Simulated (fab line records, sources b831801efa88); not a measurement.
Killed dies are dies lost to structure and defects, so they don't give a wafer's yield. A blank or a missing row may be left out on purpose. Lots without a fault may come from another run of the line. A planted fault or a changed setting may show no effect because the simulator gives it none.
One fault seen from 2 desks | flow sky130 | each desk has only its own numbers; what lay behind them comes last

THE TOOL OWNER'S DESK: rie_diel-03
The tool's own readings at SKY_VIA2_ETCH_14 (etches BARC in N2/H2, stops on SiO2, time 45.9 s, target depth 60 nm): means of the sampled wafers that have a number, for each lot that ran on this tool. A lot is out of limits, marked OUT, if its mean lies more than 4 standard deviations from the usual mean; the brackets give that distance.
Columns: A = drypump_motor_current_A at SKY_VIA2_ETCH_14, usual 5.8 A; B = oes_product_au at SKY_VIA2_ETCH_14, usual 0.855 a.u.; C = run_length_s at SKY_VIA2_ETCH_14, usual 74.1 s; D = throttle_valve_pct at SKY_VIA2_ETCH_14, usual 13.224 %
lot  | first seen here | A   | B               | C               | D
L570 | day 37 19:19    | 5.4 | 0.854           | 73.9            | 13.219
L572 | day 38 06:34    | 5.9 | 0.862           | 74.4            | 13.234
L571 | day 38 08:19    | 5.6 | 0.854           | 74.3            | 13.225
L581 | day 41 12:10    | 5.8 | 0.917 (+12) OUT | 71.2 (-7.4) OUT | 13.225
L582 | day 41 17:06    | 5.5 | 0.916 (+12) OUT | 70.8 (-8.1) OUT | 13.213
This desk's finding: out of limits on L581, L582; first on L581, day 41 12:10 (oes_product_au at SKY_VIA2_ETCH_14). In limits: L570, L572, L571.

THE METROLOGY DESK
What the gauges read, lot by lot, whatever tool the lot ran on: means of the sampled wafers that have a number. A lot is out of limits, marked OUT, if its mean lies more than 4 standard deviations from the usual mean; the brackets give that distance.
Columns: A = METAL1_ALCU_THK at SKY_METAL1_THK_MEAS_06, usual 242 nm
lot  | first seen here | A
L570 | day 33 04:17    | 239
L571 | day 33 15:31    | 244
L572 | day 33 15:32    | 244
L573 | day 34 00:36    | 244
L581 | day 37 02:01    | 240
L582 | day 37 06:44    | 244
L586 | day 38 12:16    | 238
L589 | day 39 07:39    | 240
L591 | day 39 15:11    | 243
L592 | day 39 17:26    | 241
This desk's finding: nothing out of limits on any of the 10 lots.

PUT TOGETHER
The tool owner's desk could have raised an alarm at day 41 12:10, on L581, L582.
The metrology desk saw nothing out of limits.
The metrology desk has L581, L582 on record, within its limits.
Of the lots named, all ran SKY_VIA2_ETCH_14 on rie_diel-03.

WHAT THE SIMULATOR HAD PUT IN
Process parameter drift: rie_diel-03, from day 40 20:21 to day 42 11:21, at SKY_VIA2_ETCH_14. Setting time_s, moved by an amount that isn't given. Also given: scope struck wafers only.
Lots struck among those shown: L581, L582.
Hours from the fault's start to each desk's first reading out of limits: the tool owner's desk, 16.
